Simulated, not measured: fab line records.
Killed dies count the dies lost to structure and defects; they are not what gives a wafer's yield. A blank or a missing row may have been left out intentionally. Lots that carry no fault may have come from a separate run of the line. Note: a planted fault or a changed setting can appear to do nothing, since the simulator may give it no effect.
Problem report, 8D (eight disciplines) form, completed by code + flow gf180mcu + the parts of the form that need people (team, actions taken, sign-off) are left out

== 1. PROBLEM STATEMENT ==
chamber pressure pa at GF_M2_SPUTTER_04 reads a mean of 0.4356 Pa on 1 wafer of 1 lot; wafers without a fault read 0.4000 Pa with a standard deviation of 0.00085. Measured from the usual mean, that is +42 standard deviations.
The step: material TiN, target thk 50 nm, time 41.7 s.
Earliest sighting: wafer L787.2 on pvd sputter-03 at day 23 00:45. At this step, 39 wafers from 13 lots have a number in the record. Rule for "out", or "out of limits": more than 4 standard deviations from the usual mean. The rest of the wafers with a number are treated as sound.

== 2. WHAT THIS IS AND IS NOT ==
| question                    | is                  | is not                                                                 |
|-----------------------------|---------------------|------------------------------------------------------------------------|
| which readings at this step | chamber pressure pa | -                                                                      |
| which lots                  | L787                | L775, L776, L777, L778, L779, L781, L782, L783, L784, L785, L786, L797 |
| which wafers of those lots  | L787.2              | L787.3, L787.4                                                         |
| read on which tools         | pvd sputter-03      | pvd sputter-01, pvd sputter-04                                         |
| when                        | from day 23 00:45   | up to then (35 sound wafers); but 3 sound wafers of L797 came after    |

== 3. SUSPECTS, AND WHAT RULES EACH OUT ==
Counting: any tool at a process step up to the reading remains a suspect provided it ran every lot that is out. Sound lots after the first of them don't rule it out here, since some wafers of a struck lot are sound.
- pvd sputter-02 at GF_V1_SPUTTER_22 (material TiN, target thk 10 nm, time 40 s): kept. L787, the lot that is out, went through it at day 22 23:56; up to then, the latest sound lot through it was L784 at day 22 00:02.
- pvd sputter-03 at GF_M2_SPUTTER_00 (material Ti, target thk 37.5 nm, time 152.3 s): kept. L787, the lot that is out, went through it at day 23 00:34; up to then, the latest sound lot through it was L786 at day 22 19:54.
- pvd sputter-03 at GF_M2_SPUTTER_04 (material TiN, target thk 50 nm, time 41.7 s): kept. L787, the lot that is out, went through it at day 23 00:45; up to then, the latest sound lot through it was L786 at day 22 20:05. Out on those wafers are its own readings of chamber pressure pa.
Left after counting: pvd sputter-02 at GF_V1_SPUTTER_22, pvd sputter-03 at GF_M2_SPUTTER_00, pvd sputter-03 at GF_M2_SPUTTER_04.

== 4. THE CAUSE (what the simulator had put in) ==
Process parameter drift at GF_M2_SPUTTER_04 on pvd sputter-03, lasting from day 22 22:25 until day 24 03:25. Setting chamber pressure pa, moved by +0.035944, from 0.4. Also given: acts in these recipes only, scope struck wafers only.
This tool is one of the 3 suspects left after counting.

== 5. THE EFFECT CHAIN, in route order ==
Rows list readings where the struck wafers' mean (over those with a number) sits beyond 3 standard deviations from the usual. Only readings whose record carries a usual standard deviation are examined. hours: median over the lots of the time between each lot's start at the first step of this table that gives one and its start at this step. sigmas: the change, counted in usual standard deviations.
| hours | step             | reading             | usual     | on struck wafers | change  | sigmas |
|-------|------------------|---------------------|-----------|------------------|---------|--------|
| 0     | GF_M2_SPUTTER_04 | chamber pressure pa | 0.4000 Pa | 0.4356           | +0.0356 | +42    |
Process steps it contains:
- GF_M2_SPUTTER_04: material TiN, target thk 50 nm, time 41.7 s.

== 6. WHAT WOULD HAVE CAUGHT IT SOONER ==
In this record no reading fell out of limits until day 23 00:45, 2 hours after the fault had begun at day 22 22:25.
